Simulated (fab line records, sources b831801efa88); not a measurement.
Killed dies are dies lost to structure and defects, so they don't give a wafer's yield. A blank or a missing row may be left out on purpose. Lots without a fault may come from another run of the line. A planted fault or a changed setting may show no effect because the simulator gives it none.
fab line records | flow sky130 | part 1 of 2: steps 1 to 28 of 37
record lots=5 wafers=15 last_day=50
route steps=708 shown FIELD_ISO@16 NWELL@32 DNWELL@35 PWDE@45
lots that met no fault: from a run of the same line without faults
start_h: hours from the record's first day to the start of the lot's first wafer shown | wait_h: hours since the lot's step before | " the same as in the row above | L1.1+2: a row that stands for several wafers | - no value, or no start given | * or withheld: withheld | < > ~ a bound
route shown NAME@n: a module of which the file shows steps, and the number in the route of the first | usual: mean/standard deviation of fault-free wafers | same: alike in all rows | chamber/n: place in a boat | sites: the reading at each site | _std_site: their standard deviation | _edge_site: outer sites' mean less inner sites' | radius_mm: how far each site lies from the wafer's centre | mask NAME#n: copy n | behind: the tool/chamber that last shaped the wafer | hold: why the lot was held/for how many hours/how that ended | device: the transistor (n, p or np) that didn't switch | end of line: the same wafers' tests at the end of the route | a step without rows: its recipe alone | killed: dies lost to structure and defects at the first sort, not the wafer's yield | map: a wafer's dies, x killed, . not, _ none there
set.NAME: the setting as run; set.NAME@STEP: as run at that earlier step | model.NAME: the simulator's own value behind a step, which no gauge read
lots at some steps of the route; a table a step, a row a wafer
services: from which hour (start_h, from the record's first day; less than 0 if before it) a tool's chamber was out of use, for how many hours, and why
## steps
# step SKY_FIELD_ISO_ETCH_15
# recipe chemistry=CHF3/O2 target_depth_nm=180 stop_on=Si source_w=600 bias_w=200 pressure_mtorr=40 chf3_flow_sccm=50 O2_flow_sccm=5 time_s=72
# usual drypump_motor_current_A=5.9/0.35 oes_product_au=0.949/0.0069 throttle_valve_pct=8.845/0.0092
# columns lot.wafer tool chamber start_h wait_h drypump_motor_current_A oes_product_au rf_hours_counter_h throttle_valve_pct
L083.1 rie_diel-04 3 76.29 0.0 5.8 0.948 105 8.858
L083.2 " 2 " " 5.4 0.958 93 8.842
L083.3 " 1 " " 5.9 0.954 19 8.853
L085.2 rie_diel-01 2 86.10 0.0 6.3 0.951 105 8.844
L085.4 " 0 " " 6.4 0.958 74 8.848
L085.5 " 0 " " 6.4 0.944 - 8.830
L086.3 rie_diel-01 1 91.00 0.0 5.6 0.954 55 8.828
L086.5 " 2 " " 6.2 0.951 - 8.856
L086.6 " 1 " " 5.6 0.955 - 8.835
L087.4 rie_diel-01 3 96.59 0.0 5.5 0.953 99 8.855
L087.5 " 1 " " 5.6 0.954 - 8.860
L087.6 " 2 " " 6.3 0.951 - 8.848
L096.1 rie_diel-01 3 143.55 0.0 5.4 0.944 100 8.844
L096.4 " 2 " " 6.3 0.953 107 8.856
L096.5 " 2 " " 6.3 0.955 - 8.841
# step SKY_FIELD_ISO_STRIP_16
# recipe chemistry=O2/N2 power_w=1400 pressure_mtorr=1500 platen_temp_c=withheld o2_flow_sccm=3000 n2_flow_sccm=300 overash_fraction=0.5
# usual drypump_motor_current_A=5.65/0.3 oes_product_au=0.378/0.0048 strip_time_to_endpoint_s=3.55/0.04
# columns lot.wafer tool chamber start_h wait_h drypump_motor_current_A oes_product_au rf_hours_counter_h strip_time_to_endpoint_s
L083.1 plasma_asher-04 0 76.34 0.0 5.57 0.385 39 3.63
L083.2 " 1 " " 5.49 0.375 39 3.55
L083.3 " 0 " " 5.56 0.372 - 3.48
L085.2 plasma_asher-03 0 86.16 0.0 5.57 0.383 27 3.52
L085.4 " 1 " " 6.36 0.372 - 3.55
L085.5 " 1 " " 6.38 0.374 - 3.52
L086.3 plasma_asher-01 1 91.09 0.1 5.33 0.376 - 3.59
L086.5 " 0 " " 5.91 0.383 - 3.55
L086.6 " 1 " " 5.36 0.380 - 3.59
L087.4 plasma_asher-01 1 96.68 0.1 5.36 0.383 - 3.50
L087.5 " 1 " " 5.36 0.379 - 3.53
L087.6 " 0 " " 5.93 0.376 - 3.51
L096.1 plasma_asher-01 1 143.61 0.0 5.38 0.378 43 3.57
L096.4 " 1 " " 5.34 0.367 - 3.53
L096.5 " 0 " " 5.91 0.375 - 3.53
# step SKY_FIELD_ISO_ETCH_17
# recipe target_depth_a=3420 mask_material=Si3N4 chemistry=HBr/Cl2/O2 target=Si taper_deg=5 icp_w=600 bias_w=150 pressure_mtorr=15 HBr_flow_sccm=150 Cl2_flow_sccm=40 O2_flow_sccm=6 time_s=97.7
# usual drypump_motor_current_A=5.7/0.44 oes_product_au=1.005/0.012 throttle_valve_pct=25.654/0.012
# columns lot.wafer tool chamber start_h wait_h drypump_motor_current_A oes_product_au rf_hours_counter_h throttle_valve_pct
L083.1 rie_si-01 1 76.44 0.1 5.7 1.013 117 25.638
L083.2 " 0 " " 5.2 1.002 29 25.658
L083.3 " 2 " " 6.1 1.011 3 25.650
L085.2 rie_si-01 3 86.26 0.1 5.0 1.014 0 25.645
L085.4 " 0 " " 5.2 0.993 - 25.662
L085.5 " 2 " " 6.1 1.009 - 25.616
L086.3 rie_si-02 1 91.16 0.0 5.7 1.004 122 25.664
L086.5 " 0 " " 5.8 1.002 - 25.665
L086.6 " 1 " " 5.7 0.995 - 25.656
L087.4 rie_si-01 3 96.78 0.1 5.0 1.023 - 25.637
L087.5 " 1 " " 5.7 1.012 - 25.638
L087.6 " 0 " " 5.2 1.007 - 25.665
L096.1 rie_si-02 3 143.71 0.1 5.7 0.996 54 25.643
L096.4 " 0 " " 5.8 1.000 2 25.655
L096.5 " 3 " " 5.7 1.014 - 25.649
# step SKY_FIELD_ISO_WET_ETCH_18
# recipe chemistry=H3PO4 target_depth_nm=25 temp_c=160 target=Si3N4 time_s=286
# columns lot.wafer tool chamber start_h wait_h
L083.1+2+3 wet_bench-04 3 76.51 0.0
L085.2+4+5 wet_bench-03 3 86.33 0.0
L086.3+5+6 wet_bench-03 0 91.23 0.0
L087.4+5+6 wet_bench-03 1 96.81 0.0
L096.1+4+5 wet_bench-04 2 143.78 0.0
# step SKY_FIELD_ISO_CLEAN_19
# recipe chemistry=SC1/SC2 mix=1:4:20 temp_c=70 time_s=150
# columns lot.wafer tool chamber start_h wait_h
L083.1+2+3 wet_bench-03 0 76.60 0.0
L085.2+4+5 wet_bench-01 1 86.43 0.0
L086.3+5+6 wet_bench-03 3 91.32 0.0
L087.4+5+6 wet_bench-04 0 96.90 0.0
L096.1+4+5 wet_bench-03 3 143.88 0.0
# step SKY_FIELD_ISO_CLEAN_20
# recipe chemistry=dHF time_s=20 dilution=100:1
# columns lot.wafer tool chamber start_h wait_h
L083.1+2+3 wet_bench-04 0 76.65 0.0
L085.2+4+5 wet_bench-04 3 86.48 0.0
L086.3+5+6 wet_bench-03 0 91.37 0.0
L087.4+5+6 wet_bench-01 1 96.95 0.0
L096.1+4+5 wet_bench-01 0 143.93 0.0
# step SKY_FIELD_ISO_WET_ETCH_21
# recipe chemistry=dHF dilution=100:1 target_depth_nm=20 dry=ipa_marangoni target=SiO2 temp_c=25 time_s=400
# columns lot.wafer tool chamber start_h wait_h
L083.1+2+3 wet_bench-01 3 76.67 0.0
L085.2+4+5 wet_bench-03 0 86.49 0.0
L086.3+5+6 wet_bench-03 0 91.38 0.0
L087.4+5+6 wet_bench-03 2 96.97 0.0
L096.1+4+5 wet_bench-04 1 143.94 0.0
# step SKY_FIELD_ISO_OXIDATION_22
# recipe temp_c=950 ambient=O2 stabilise_s=600 purge_s=300 target_thk_a=100 ox_time_s=623
# same ox_time_s=623
# columns lot.wafer tool chamber start_h wait_h
L083.1+2+3 furnace-01 0 78.19 1.4
L085.2+4+5 furnace-01 0 90.86 4.2
L086.3+5+6 furnace-01 0 92.03 0.5
L087.4+5+6 furnace-01 0 99.14 2.1
L096.1+4+5 furnace-02 0 144.74 0.7
# step SKY_FIELD_ISO_THK_MEAS_23
# recipe reads=SiO2_of_FIELD_ISO_OXIDATION_22
# usual FIELD_ISO_OXIDATION_01_THK=10.20/0.15
# columns lot.wafer tool chamber start_h wait_h FIELD_ISO_OXIDATION_01_THK[nm]
L083.1 film_metro-04 - 79.36 0.0 9.96
L083.2 " - " " 10.33
L083.3 " - " " 10.23
L085.2 film_metro-02 - 92.04 0.0 10.27
L085.4 " - " " 10.22
L085.5 " - " " 10.30
L086.3 film_metro-01 - 93.22 0.0 10.26
L086.5 " - " " 10.32
L086.6 " - " " 10.19
L087.4 film_metro-04 - 100.35 0.0 10.00
L087.5 " - " " 9.97
L087.6 " - " " 10.27
L096.1 film_metro-01 - 145.91 0.0 10.45
L096.4 " - " " 10.22
L096.5 " - " " 10.44
# step SKY_FIELD_ISO_CVD_24
# recipe material=SiO2 target_thk_nm=595 temp_c=650 sigma_open_frac=0.3 time_s=99.2 sih4_flow_sccm=60 pressure_mtorr=6
# columns lot.wafer tool chamber start_h wait_h
L083.1+2+3 hdpcvd-01 2,0,1 79.42 0.1
L085.2+4+5 hdpcvd-02 2,1,2 92.09 0.0
L086.3+5+6 hdpcvd-01 0,0,1 93.26 0.0
L087.4+5+6 hdpcvd-02 2,1,0 100.41 0.1
L096.1+4+5 hdpcvd-01 2,2,1 145.97 0.1
# step SKY_FIELD_ISO_THK_MEAS_25
# recipe reads=SiO2_of_FIELD_ISO_CVD_24
# usual FIELD_ISO_CVD_24_THK=596/5.2
# columns lot.wafer tool chamber start_h wait_h FIELD_ISO_CVD_24_THK[nm]
L083.1 film_metro-02 - 79.49 0.0 594
L083.2 " - " " 596
L083.3 " - " " 605
L085.2 film_metro-04 - 92.17 0.0 603
L085.4 " - " " 595
L085.5 " - " " 603
L086.3 film_metro-04 - 93.36 0.1 601
L086.5 " - " " 600
L086.6 " - " " 602
L087.4 film_metro-02 - 100.48 0.0 594
L087.5 " - " " 588
L087.6 " - " " 596
L096.1 film_metro-02 - 146.04 0.0 594
L096.4 " - " " 591
L096.5 " - " " 595
# step SKY_FIELD_ISO_ANNEAL_26
# recipe temp_c=1000 time_s=1800 ambient=N2
# columns lot.wafer tool chamber start_h wait_h
L083.1+2+3 furnace-01 0 79.55 0.1
L085.2+4+5 furnace-02 0 93.36 1.2
L086.3+5+6 furnace-01 0 94.60 1.2
L087.4+5+6 furnace-01 0 101.66 1.2
L096.1+4+5 furnace-01 0 147.62 1.6
# step SKY_FIELD_ISO_CMP_27
# recipe stop_on=Si3N4 t_overpolish_s=16 down_force_psi=4 platen_rpm=60 target_thk_nm=457.8 pad_velocity_m_s=0.94248
# usual motor_current_A=12.2/1.1 overpolish_run_s=16.000/0.011 time_to_endpoint_s=112/3.5
# columns lot.wafer tool chamber start_h wait_h motor_current_A overpolish_run_s time_to_endpoint_s
L083.1 cmp-02 1 81.05 0.0 13.5 16.005 109
L083.2 " 3 " " 10.9 16.011 112
L083.3 " 0 " " 12.3 16.007 118
L085.2 cmp-01 3 94.91 0.1 11.2 16.012 108
L085.4 " 1 " " 12.5 16.013 108
L085.5 " 2 " " 11.2 16.001 113
L086.3 cmp-02 2 96.20 0.1 14.5 16.008 109
L086.6 " 0 " " 12.8 15.990 110
L086.5 " 1 " " 13.2 15.995 113
L087.4 cmp-01 3 103.21 0.1 11.3 16.012 111
L087.5 " 2 " " 11.1 15.993 108
L087.6 " 3 " " 11.0 15.990 109
L096.1 cmp-01 3 149.12 0.0 11.6 16.008 111
L096.4 " 2 " " 11.3 16.010 112
L096.5 " 0 " " 11.3 16.001 111
# step SKY_FIELD_ISO_WET_ETCH_28
# recipe chemistry=dHF target_depth_nm=23.7 target=SiO2 dilution=10:1 temp_c=25 time_s=47
# columns lot.wafer tool chamber start_h wait_h
L083.1+2+3 wet_bench-01 1 81.35 0.2
L085.2+4+5 wet_bench-04 1 95.16 0.2
L086.3+5+6 wet_bench-04 3 96.40 0.1
L087.4+5+6 wet_bench-04 3 103.46 0.2
L096.1+4+5 wet_bench-04 3 149.42 0.2
# step SKY_FIELD_ISO_WET_ETCH_29
# recipe chemistry=H3PO4 target_depth_nm=160 target=Si3N4 temp_c=160 time_s=1825
# columns lot.wafer tool chamber start_h wait_h
L083.1+2+3 wet_bench-03 0 81.37 0.0
L085.2+4+5 wet_bench-04 1 95.18 0.0
L086.3+5+6 wet_bench-01 1 96.42 0.0
L087.4+5+6 wet_bench-03 3 103.48 0.0
L096.1+4+5 wet_bench-01 2 149.45 0.0
# step SKY_FIELD_ISO_WET_ETCH_30
# recipe chemistry=dHF target_depth_nm=25 target=SiO2 dilution=10:1 temp_c=25 time_s=50
# columns lot.wafer tool chamber start_h wait_h
L083.1+2+3 wet_bench-04 0 81.94 0.0
L085.2+4+5 wet_bench-01 0 95.70 0.0
L086.3+5+6 wet_bench-03 0 96.93 0.0
L087.4+5+6 wet_bench-01 0 104.00 0.0
L096.1+4+5 wet_bench-04 1 150.01 0.0
# step SKY_NWELL_CLEAN_00
# recipe chemistry=SC1/SC2 mix=1:4:20 temp_c=70 time_s=150 dry=n2_spin
# columns lot.wafer tool chamber start_h wait_h
L083.1+2+3 wet_bench-01 3 81.96 0.0
L085.2+4+5 wet_bench-03 0 95.72 0.0
L086.3+5+6 wet_bench-04 0 96.96 0.0
L087.4+5+6 wet_bench-04 1 104.02 0.0
L096.1+4+5 wet_bench-03 2 150.03 0.0
# step SKY_NWELL_OXIDATION_01
# recipe temp_c=900 ambient=O2 stabilise_s=600 purge_s=300 target_thk_a=100 ox_time_s=1418
# same ox_time_s=1418
# columns lot.wafer tool chamber start_h wait_h
L083.1+2+3 furnace-01 0 86.62 4.6
L085.2+4+5 furnace-02 0 97.77 2.0
L086.3+5+6 furnace-02 0 97.77 0.8
L087.4+5+6 furnace-01 0 104.87 0.8
L096.1+4+5 furnace-01 0 150.08 0.0
# step SKY_NWELL_THK_MEAS_02
# recipe reads=SiO2_of_NWELL_OXIDATION_01
# usual NWELL_OXIDATION_THK=10.11/0.17
# columns lot.wafer tool chamber start_h wait_h NWELL_OXIDATION_THK[nm]
L083.1 film_metro-01 - 88.01 0.0 10.18
L083.2 " - " " 10.08
L083.3 " - " " 10.18
L085.2 film_metro-03 - 99.18 0.0 10.29
L085.4 " - " " 10.41
L085.5 " - " " 10.28
L086.3 film_metro-01 - 99.19 0.0 10.34
L086.5 " - " " 10.20
L086.6 " - " " 10.18
L087.4 film_metro-03 - 106.29 0.0 10.09
L087.5 " - " " 10.16
L087.6 " - " " 10.18
L096.1 film_metro-01 - 151.48 0.0 9.92
L096.4 " - " " 10.28
L096.5 " - " " 10.25
# step SKY_DNWELL_DEHYDRATE_00
# recipe temp_c=200 time_s=60
# usual chill_plate_temp_C=22.98/0.1
# columns lot.wafer tool chamber start_h wait_h chill_plate_temp_C
L083.1 litho_track-01 0 95.42 7.4 23.06
L083.2 " 0 " " 23.07
L083.3 " 0 " " 23.18
L085.2 litho_track-01 0 107.40 8.2 22.92
L085.4 " 0 " " 23.08
L085.5 " 0 " " 22.97
L086.3 litho_track-04 0 107.64 8.4 23.01
L086.5 " 0 " " 23.01
L086.6 " 0 " " 22.94
L087.4 litho_track-04 0 114.82 8.5 23.06
L087.5 " 0 " " 23.05
L087.6 " 0 " " 23.01
L096.1 litho_track-02 0 160.79 9.3 22.94
L096.4 " 0 " " 23.05
L096.5 " 0 " " 22.83
# step SKY_DNWELL_HMDS_01
# recipe prime_time_s=60 prime_temp_c=120
# usual chill_plate_temp_C=23.05/0.11 prime_temp_c=120.00/0.13
# columns lot.wafer tool chamber start_h wait_h chill_plate_temp_C prime_temp_c
L083.1 litho_track-01 0 95.57 0.1 23.11 119.83
L083.2 " 0 " " 22.84 119.93
L083.3 " 0 " " 23.13 119.90
L085.2 litho_track-01 0 107.55 0.1 23.14 119.99
L085.4 " 0 " " 23.27 119.93
L085.5 " 0 " " 23.16 120.07
L086.3 litho_track-04 0 107.79 0.1 23.17 120.00
L086.5 " 0 " " 23.12 120.02
L086.6 " 0 " " 23.07 120.10
L087.4 litho_track-04 0 114.97 0.1 23.07 119.87
L087.5 " 0 " " 22.96 119.99
L087.6 " 0 " " 22.95 119.79
L096.1 litho_track-02 0 160.94 0.1 23.02 119.85
L096.4 " 0 " " 23.12 119.82
L096.5 " 0 " " 23.07 119.95
# step SKY_DNWELL_COAT_02
# recipe spin_rpm=2000 resist_thk_nm=3000
# usual chill_plate_temp_C=23.01/0.1 spin_speed_rpm=1999.9/1.5
# columns lot.wafer tool chamber start_h wait_h chill_plate_temp_C spin_speed_rpm
L083.1 litho_track-01 0 95.72 0.1 22.92 1999.6
L083.2 " 0 " " 23.16 2000.6
L083.3 " 0 " " 23.03 2000.7
L085.2 litho_track-01 0 107.70 0.1 22.99 1999.6
L085.4 " 0 " " 22.93 2000.3
L085.5 " 0 " " 22.97 2001.6
L086.3 litho_track-04 0 107.94 0.1 22.88 1999.1
L086.5 " 0 " " 22.99 2001.5
L086.6 " 0 " " 22.96 2002.2
L087.4 litho_track-04 0 115.12 0.1 22.89 1999.9
L087.5 " 0 " " 22.99 2000.0
L087.6 " 0 " " 23.06 2001.0
L096.1 litho_track-02 0 161.09 0.1 23.11 1996.9
L096.4 " 0 " " 23.06 2000.5
L096.5 " 0 " " 22.87 1998.9
# step SKY_DNWELL_SOFTBAKE_03
# recipe temp_c=110 time_s=withheld
# usual chill_plate_temp_C=23.00/0.095
# columns lot.wafer tool chamber start_h wait_h chill_plate_temp_C
L083.1 litho_track-01 0 95.87 0.1 22.96
L083.2 " 0 " " 22.86
L083.3 " 0 " " 23.09
L085.2 litho_track-01 0 107.86 0.1 22.87
L085.4 " 0 " " 23.00
L085.5 " 0 " " 22.88
L086.3 litho_track-04 0 108.11 0.1 22.87
L086.5 " 0 " " 22.87
L086.6 " 0 " " 22.99
L087.4 litho_track-04 0 115.29 0.1 23.12
L087.5 " 0 " " 22.95
L087.6 " 0 " " 23.08
L096.1 litho_track-02 0 161.24 0.1 23.09
L096.4 " 0 " " 22.99
L096.5 " 0 " " 23.06
# step SKY_DNWELL_EXPOSE_04
# recipe mask_id=DNM na=0.57 target_cd_nm=3000 dose_mj=222
# usual exposure_dose_mJ_cm2=222.03/0.21 focus_offset_nm=-0.1/0.5
# columns lot.wafer tool chamber start_h wait_h mask exposure_dose_mJ_cm2 focus_offset_nm
L083.1 iline_stepper-02 0 - - DNM#0 222.15 0.1
L083.2 " 0 " " DNM#0 222.27 -0.5
L083.3 " 0 " " DNM#0 222.02 -0.9
L085.2 iline_stepper-02 0 - - DNM#0 222.01 0.5
L085.4 " 0 " " DNM#0 221.91 0.0
L085.5 " 0 " " DNM#0 222.09 0.0
L086.3 iline_stepper-01 0 - - DNM#0 222.23 0.0
L086.5 " 0 " " DNM#0 222.30 0.0
L086.6 " 0 " " DNM#0 222.18 0.8
L087.4 iline_stepper-02 0 - - DNM#0 222.27 -0.4
L087.5 " 0 " " DNM#0 221.78 0.2
L087.6 " 0 " " DNM#0 222.34 0.2
L096.1 iline_stepper-02 0 - - DNM#0 222.13 0.6
L096.4 " 0 " " DNM#0 221.93 0.6
L096.5 " 0 " " DNM#0 221.90 0.2
# step SKY_DNWELL_PEB_05
# recipe temp_c=115 time_s=withheld
# usual chill_plate_temp_C=23.01/0.1
# columns lot.wafer tool chamber start_h wait_h chill_plate_temp_C
L083.1 litho_track-02 0 - - 23.07
L083.2 " 0 " " 22.90
L083.3 " 0 " " 23.12
L085.2 litho_track-01 0 - - 23.06
L085.4 " 0 " " 22.90
L085.5 " 0 " " 23.21
L086.3 litho_track-04 0 - - 23.06
L086.5 " 0 " " 23.03
L086.6 " 0 " " 23.06
L087.4 litho_track-02 0 - - 23.19
L087.5 " 0 " " 23.05
L087.6 " 0 " " 22.95
L096.1 litho_track-02 0 - - 23.01
L096.4 " 0 " " 23.06
L096.5 " 0 " " 23.00
# step SKY_DNWELL_DEVELOP_06
# recipe wall_angle_deg=90 developer=TMAH develop_time_s=60 dev_temp_c=23
# usual chill_plate_temp_C=23.00/0.097
# columns lot.wafer tool chamber start_h wait_h chill_plate_temp_C
L083.1 litho_track-02 0 - - 22.98
L083.2 " 0 " " 23.07
L083.3 " 0 " " 23.10
L085.2 litho_track-01 0 - - 22.98
L085.4 " 0 " " 22.85
L085.5 " 0 " " 22.93
L086.3 litho_track-04 0 - - 23.09
L086.5 " 0 " " 23.14
L086.6 " 0 " " 23.06
L087.4 litho_track-02 0 - - 23.04
L087.5 " 0 " " 23.01
L087.6 " 0 " " 22.97
L096.1 litho_track-02 0 - - 22.95
L096.4 " 0 " " 23.04
L096.5 " 0 " " 23.00
# step SKY_DNWELL_IMPLANT_07
# recipe species=P energy_kev=withheld dose_cm2=withheld tilt_deg=withheld
# columns lot.wafer tool chamber start_h wait_h
L083.1+2+3 implanter-03 0 105.19 -
L085.2+4+5 implanter-03 0 116.65 -
L086.3+5+6 implanter-04 0 117.49 -
L087.4+5+6 implanter-01 0 124.51 -
L096.1+4+5 implanter-03 0 171.14 -
# step SKY_DNWELL_STRIP_08
# recipe chemistry=O2/N2 power_w=1400 pressure_mtorr=1500 platen_temp_c=withheld o2_flow_sccm=3000 n2_flow_sccm=300 overash_fraction=0.5
# usual drypump_motor_current_A=5.42/0.29 oes_product_au=0.722/0.0044 strip_time_to_endpoint_s=36.91/0.11
# columns lot.wafer tool chamber start_h wait_h drypump_motor_current_A oes_product_au rf_hours_counter_h strip_time_to_endpoint_s
L083.1 plasma_asher-01 0 105.34 0.1 5.91 0.718 40 37.12
L083.2 " 1 " " 5.37 0.718 40 37.09
L083.3 " 1 " " 5.36 0.717 - 36.98
L085.2 plasma_asher-02 0 116.77 0.1 5.11 0.722 45 37.14
L085.4 " 0 " " 5.10 0.721 - 37.21
L085.5 " 1 " " 5.01 0.721 - 37.15
L086.3 plasma_asher-02 1 117.63 0.1 5.02 0.717 - 36.88
L086.5 " 1 " " 5.01 0.727 - 36.82
L086.6 " 0 " " 5.11 0.720 - 36.91
L087.4 plasma_asher-04 0 124.62 0.1 5.56 0.714 - 36.72
L087.5 " 0 " " 5.54 0.726 - 36.78
L087.6 " 1 " " 5.53 0.722 - 36.82
L096.1 plasma_asher-04 0 171.29 0.1 5.55 0.724 5 37.04
L096.4 " 1 " " 5.50 0.712 - 36.96
L096.5 " 0 " " 5.56 0.725 - 36.93
